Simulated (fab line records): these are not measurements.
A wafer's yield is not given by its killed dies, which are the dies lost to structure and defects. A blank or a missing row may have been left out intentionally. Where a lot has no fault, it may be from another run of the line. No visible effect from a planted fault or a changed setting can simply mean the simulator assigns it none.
A lot that was struck, set against a sound lot	flow sky130	15 steps out of a route of 708
Sound: these wafers, L674.2, L674.3, L674.5. Struck: wafers L672.1, L672.6. (L672.2 of the same lot was not struck and is left out.) The cause comes at the end.
For every step that has rows: the tool of each side, followed by ch and its chambers, followed by its first start. Under that, the readings that differ: sound wafers	struck wafers	difference of the means	sigmas: that difference in standard deviations of wafers without a fault.
alike: words and numbers the same on both sides, and readings whose means are apart by under 2 such deviations; not compared: readings that were withheld, readings missing a value for some wafer, numbers with overlapping values and no deviation given by the record, and bounds like >300 which may hide the same value.
A row with sigmas, a row that says differs or no value, or rows on one side alone: a step with any of these is where the two part. Numbers that have no deviation but don't overlap get no sigmas and don't part them. Lack of a reading on every wafer of one side parts them only where that side has two or more wafers.

first, 8 steps without rows for these wafers: SKY_POLY_GATE_DEHYDRATE_05 (time 60 s); SKY_POLY_GATE_HMDS_06 (prime time 60 s); SKY_POLY_GATE_COAT_07 (resist thk 110 nm); SKY_POLY_GATE_COAT_08 (resist thk 450 nm); SKY_POLY_GATE_SOFTBAKE_09 (time 90 s); SKY_POLY_GATE_EXPOSE_10 (exposes mask P1M, target cd 150 nm); SKY_POLY_GATE_PEB_11; SKY_POLY_GATE_DEVELOP_12 (develop time 60 s).
SKY_POLY_GATE_CD_MEAS_13: the cd target is 150 nm.
  sound on cd-sem-01, day 20 18:34; struck on cd-sem-02, day 19 21:23
  alike: cd-nm
SKY_POLY_GATE_OVL_MEAS_14:
  sound on overlay-02, day 20 18:40; struck on overlay-01, day 19 21:31
  alike: POLY_GATE_OVL
SKY_POLY_GATE_ETCH_15: etches BARC in N2/H2, stops on SiO2, time 118.5 s, target depth 110 nm.
  sound on rie-diel-01 ch 2,3, day 20 18:42; struck on rie-diel-01 ch 2,3, day 19 21:33
  alike: drypump-motor-current-A, oes-product-au, run-length-s, throttle-valve-pct
  not compared: rf-hours-counter-h
SKY_POLY_GATE_ETCH_16: etches Si3N4 in CH3F/O2, stops on poly-Si, time 147.5 s, target depth 75 nm.
  sound on rie-diel-01 ch 2,3, day 20 18:47; struck on rie-diel-01 ch 2,3, day 19 21:38
  alike: drypump-motor-current-A, oes-product-au, run-length-s, throttle-valve-pct
  not compared: rf-hours-counter-h
SKY_POLY_GATE_ETCH_17: etches poly-Si in HBr/Cl2, stops on SiO2, target depth 180 nm, time 70.5 s.
  sound on rie-si-01 ch 0,1,2, day 20 18:53; struck on rie-si-02 ch 2, day 19 21:44
reading	sound	struck	difference	sigmas
oes-product-au (a.u.)	0.984 0.977 0.977	1.012 0.994	+0.024	+3
run-length-s (s)	97.8 98.9 98.9	88.6 88.7	-9.9	-22
model.etch.depth-nm (nm)	177 172.5 175.1	154 154.7	-21	
model.POLY_GATE.feature-depth-nm (nm)	177 172.5 175.1	154 154.7	-21	
model.KrF-thick_of_POLY_GATE_COAT_08.thk-nm (nm)	147.4 146.4 145	150.6 150.6	+4.3	
  alike: drypump-motor-current-A, throttle-valve-pct
  not compared: rf-hours-counter-h
SKY_POLY_GATE_STRIP_18: strips in O2/N2.
  sound on plasma-asher-03 ch 0,1, day 20 18:56; struck on plasma-asher-03 ch 0,1, day 19 21:47
  alike: drypump-motor-current-A, oes-product-au, strip-time-to-endpoint-s
  not compared: rf-hours-counter-h
then, 1 step without rows for these wafers: SKY_POLY_GATE_CLEAN_19 (cleans in SC1/SC2, time 150 s).

## WHERE THEY PART
Within this record, at SKY_POLY_GATE_ETCH_17 only. Later steps at which nothing parts them and some readings are alike: SKY_POLY_GATE_STRIP_18.

WHY: what had been put in by the simulator
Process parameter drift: rie-si-02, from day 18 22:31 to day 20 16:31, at SKY_POLY_GATE_ETCH_17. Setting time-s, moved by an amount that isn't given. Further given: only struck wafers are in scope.
